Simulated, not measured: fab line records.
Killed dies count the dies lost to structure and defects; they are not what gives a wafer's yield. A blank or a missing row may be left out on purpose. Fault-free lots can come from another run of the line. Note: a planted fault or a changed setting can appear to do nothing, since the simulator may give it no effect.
fab line records	flow gf180mcu	part 2 of 2: steps 28 to 39 of 39
record lots=5	wafers=15	lastDay=34
route steps=602 shown V2@389 M3@409
lots untouched by any fault: they come from a run of this same line in which no faults occurred
startH: start of the lot's first displayed wafer, in hours after the record's first day	waitH: hours from the lot's prior step to this one	" as in the row above	L1.1+2: several wafers, shown together as one row	- value missing, or start not given	* or withheld: withheld	< > ~ a bound
route shown NAME@n: a module of which the file shows steps, and the number in the route of the first	usual: mean/standard deviation of fault-free wafers	same: alike in all rows	chamber/n: place in a boat	sites: the reading at each site	_std_site: their standard deviation	_edge_site: mean of outer sites minus mean of inner sites	radiusMm: for every site, how far away it sits from the centre of the wafer	mask NAME#n: copy n	behind: the last tool/chamber to shape the wafer	hold: the reason the lot was held/the length of the hold in hours/how it ended	device: transistor that didn't switch, given as n, p or np	end of line: tests run on the same wafers once the route is complete	step lacking rows: just its recipe	killed: dies lost to structure and defects at the first sort, not the wafer's yield	map: a wafer's dies, marking killed ones x, the rest . and places with no die _
set.NAME: the setting as run; set.NAME@STEP: as run at that earlier step	model.NAME: the simulator's own value behind a step, which no gauge read
lots at selected steps of the route; one table per step, one row per wafer
services: from which hour (startH, from the record's first day; less than 0 if before it) a tool's chamber was out of use, for how many hours, and why
## steps
# step GF_M3_DEHYDRATE_07
# recipe tempC=200	timeS=60
lot.wafer	tool	chamber	startH	waitH
L075.3+4+6	lithoTrack-03	0	485.47	11.2
L085.2+5+6	lithoTrack-03	0	575.34	9.5
L090.1+4+5	lithoTrack-03	0	616.02	9.7
L095.2+3+6	lithoTrack-03	0	644.49	8.4
L097.4+5+6	lithoTrack-04	0	657.43	9.2
# step GF_M3_HMDS_08
# recipe primeTimeS=60	primeTempC=120
lot.wafer	tool	chamber	startH	waitH
L075.3+4+6	lithoTrack-03	0	485.62	0.1
L085.2+5+6	lithoTrack-03	0	575.49	0.1
L090.1+4+5	lithoTrack-03	0	616.17	0.1
L095.2+3+6	lithoTrack-03	0	644.64	0.1
L097.4+5+6	lithoTrack-04	0	657.58	0.1
# step GF_M3_COAT_09
# recipe resist=KrF	spinRpm=withheld	resistThkNm=1000
lot.wafer	tool	chamber	startH	waitH
L075.3+4+6	lithoTrack-03	0	485.77	0.1
L085.2+5+6	lithoTrack-03	0	575.64	0.1
L090.1+4+5	lithoTrack-03	0	616.32	0.1
L095.2+3+6	lithoTrack-03	0	644.79	0.1
L097.4+5+6	lithoTrack-04	0	657.73	0.1
# step GF_M3_SOFTBAKE_10
# recipe tempC=130	timeS=57.57	resist=KrF
lot.wafer	tool	chamber	startH	waitH
L075.3+4+6	lithoTrack-03	0	485.92	0.1
L085.2+5+6	lithoTrack-03	0	575.79	0.1
L090.1+4+5	lithoTrack-03	0	616.47	0.1
L095.2+3+6	lithoTrack-03	0	644.94	0.1
L097.4+5+6	lithoTrack-04	0	657.88	0.1
# step GF_M3_EXPOSE_11
# recipe maskId=Metal3	targetCdNm=280	na=0.68	sourceShape=conventional	sigmaOuter=0.6	doseMj=28
lot.wafer	tool	chamber	startH	waitH	mask
L075.3+4+6	krfScanner-01	0	-	-	Metal3#0
L085.2+5+6	krfScanner-01	0	-	-	Metal3#0
L090.1+4+5	krfScanner-02	0	-	-	Metal3#0
L095.2+3+6	krfScanner-02	0	-	-	Metal3#0
L097.4+5+6	krfScanner-01	0	-	-	Metal3#0
# step GF_M3_PEB_12
# recipe pebTempC=135	pebTimeS=90	resist=KrF
lot.wafer	tool	chamber	startH	waitH
L075.3+4+6	lithoTrack-01	0	-	-
L085.2+5+6	lithoTrack-04	0	-	-
L090.1+4+5	lithoTrack-04	0	-	-
L095.2+3+6	lithoTrack-04	0	-	-
L097.4+5+6	lithoTrack-03	0	-	-
# step GF_M3_DEVELOP_13
# recipe developTimeS=60	devTempC=21
lot.wafer	tool	chamber	startH	waitH
L075.3+4+6	lithoTrack-01	0	497.45	0.1
L085.2+5+6	lithoTrack-04	0	586.68	0.2
L090.1+4+5	lithoTrack-04	0	626.30	0.2
L095.2+3+6	lithoTrack-04	0	654.83	0.2
L097.4+5+6	lithoTrack-03	0	667.39	0.1
# step GF_M3_CD_MEAS_14
# recipe targetCdNm=280
# usual cdNm=280.4/1.3
lot.wafer	tool	chamber	startH	waitH	cdNm
L075.3	cdSem-01	-	497.59	0.1	281.0
L075.4	"	-	"	"	281.1
L075.6	"	-	"	"	281.0
L085.2	cdSem-01	-	586.82	0.1	279.8
L085.5	"	-	"	"	281.5
L085.6	"	-	"	"	281.8
L090.1	cdSem-01	-	626.45	0.1	278.5
L090.4	"	-	"	"	279.2
L090.5	"	-	"	"	278.7
L095.2	cdSem-01	-	654.97	0.1	278.7
L095.3	"	-	"	"	279.2
L095.6	"	-	"	"	279.7
L097.4	cdSem-01	-	667.53	0.1	282.5
L097.5	"	-	"	"	283.1
L097.6	"	-	"	"	283.1
# step GF_M3_OVL_MEAS_15
# usual M3_OVL=-1/5.8
lot.wafer	tool	chamber	startH	waitH	M3_OVL[nm]
L075.3	overlay-01	-	497.68	0.1	-7
L075.4	"	-	"	"	-3
L075.6	"	-	"	"	0
L085.2	overlay-02	-	586.93	0.1	-1
L085.5	"	-	"	"	4
L085.6	"	-	"	"	1
L090.1	overlay-01	-	626.57	0.1	6
L090.4	"	-	"	"	-8
L090.5	"	-	"	"	-1
L095.2	overlay-02	-	655.08	0.1	2
L095.3	"	-	"	"	6
L095.6	"	-	"	"	4
L097.4	overlay-01	-	667.61	0.1	-4
L097.5	"	-	"	"	-2
L097.6	"	-	"	"	-3
# step GF_M3_METAL_ETCH_16
# recipe chemistry=Cl2/BCl3	maskMaterial=KrF	targetDepthNm=627.5	stopOn=SiO2	pressureMtorr=8	icpW=800	biasW=140	Cl2_flow_sccm=80	bcl3FlowSccm=40	timeS=104.6
# usual drypumpMotorCurrentA=5.9/0.51	oesProductAu=0.973/0.0058	throttleValvePct=28.248/0.0095
lot.wafer	tool	chamber	startH	waitH	drypumpMotorCurrentA	oesProductAu	rfHoursCounterH	throttleValvePct
L075.3	rieMetal-01	0	497.74	0.1	5.5	0.964	-	28.255
L075.4	"	1	"	"	5.1	0.962	-	28.246
L075.6	"	0	"	"	5.5	0.964	-	28.264
L085.2	rieMetal-04	1	586.96	0.0	6.7	0.958	4	28.256
L085.5	"	1	"	"	6.7	0.962	-	28.258
L085.6	"	0	"	"	5.9	0.976	-	28.245
L090.1	rieMetal-02	0	626.61	0.0	5.7	0.973	1	28.247
L090.4	"	0	"	"	5.7	0.977	-	28.225
L090.5	"	0	"	"	5.7	0.973	-	28.238
L095.2	rieMetal-02	1	655.11	0.0	6.4	0.973	7	28.241
L095.3	"	1	"	"	6.4	0.966	-	28.251
L095.6	"	1	"	"	6.4	0.970	-	28.257
L097.4	rieMetal-02	1	667.66	0.0	6.4	0.976	-	28.241
L097.5	"	1	"	"	6.5	0.963	-	28.273
L097.6	"	0	"	"	5.7	0.975	-	28.241
# step GF_M3_STRIP_17
# recipe chemistry=O2/N2	powerW=1400	pressureMtorr=1500	platenTempC=250	o2FlowSccm=3000	n2FlowSccm=300	overashFraction=0.5
# usual drypumpMotorCurrentA=5.5/0.41	heaterPowerW=348/47	o2FlowSccm=2999/8.4	oesProductAu=0.558/0.0048	stripTimeToEndpointS=7.87/0.035
lot.wafer	tool	chamber	startH	waitH	drypumpMotorCurrentA	heaterPowerW	o2FlowSccm	oesProductAu	rfHoursCounterH	stripTimeToEndpointS
L075.3	plasmaAsher-04	1	497.85	0.1	4.8	316	2990	0.548	-	7.90
L075.4	"	0	"	"	5.6	341	2991	0.565	-	7.83
L075.6	"	0	"	"	5.6	322	2993	0.561	-	7.91
L085.2	plasmaAsher-04	0	587.07	0.1	5.6	346	2992	0.562	79	7.88
L085.5	"	1	"	"	4.8	329	3000	0.567	-	7.87
L085.6	"	0	"	"	5.6	340	2989	0.558	-	7.88
L090.1	plasmaAsher-02	0	626.72	0.1	6.2	368	2994	0.556	101	7.84
L090.4	"	1	"	"	5.3	357	3002	0.556	-	7.89
L090.5	"	0	"	"	6.2	361	2983	0.558	-	7.87
L095.2	plasmaAsher-03	0	655.22	0.1	5.5	432	3001	0.556	21	7.91
L095.3	"	1	"	"	5.6	270	3001	0.554	-	7.87
L095.6	"	1	"	"	5.6	275	3006	0.554	-	7.86
L097.4	plasmaAsher-04	1	667.77	0.1	4.8	323	2996	0.558	-	7.88
L097.5	"	0	"	"	5.6	344	2997	0.559	-	7.95
L097.6	"	1	"	"	4.9	326	2991	0.562	-	7.88
# step GF_M3_STRIP_18
# recipe chemistry=postEtchResidueRemover	timeS=1200	tempC=72.5
lot.wafer	tool	chamber	startH	waitH
L075.3+4+6	wetBench-03	0	497.92	0.0
L085.2+5+6	wetBench-03	1	587.17	0.1
L090.1+4+5	wetBench-03	0	626.82	0.1
L095.2+3+6	wetBench-03	2	655.32	0.1
L097.4+5+6	wetBench-02	2	667.84	0.0
## services
tool	chamber	startH	hours	kind
plasmaAsher-02	-	441.66	4.6	repair
rieDiel-02	0	446.07	8.8	repair
wetBench-04	-	447.19	89.7	repair
pvdSputter-03	-	447.84	1.0	repair
krfScanner-01	-	449.01	0.8	pm
krfScanner-01	-	453.54	1.3	pm
krfScanner-01	-	455.67	0.2	repair
pvdSputter-01	-	459.41	4.9	repair
pvdSputter-03	-	478.07	1.4	repair
krfScanner-01	-	484.12	1.0	pm
rieDiel-02	2	503.79	4.9	repair
pvdSputter-01	-	514.62	1.9	repair
pvdSputter-02	-	540.59	3.0	repair
pvdSputter-03	-	543.73	5.9	repair
pvdSputter-02	-	578.17	2.2	repair
rieDiel-02	2	589.43	4.3	repair
pvdSputter-01	-	596.98	2.5	repair
pvdSputter-02	-	597.46	14.0	repair
rieDiel-02	-	605.15	2.8	pm
rieDiel-02	2	612.95	9.3	repair
krfScanner-01	-	617.81	0.8	pm
krfScanner-01	-	629.43	1.3	pm
krfScanner-01	-	646.98	4.8	repair
krfScanner-01	-	653.12	1.0	pm
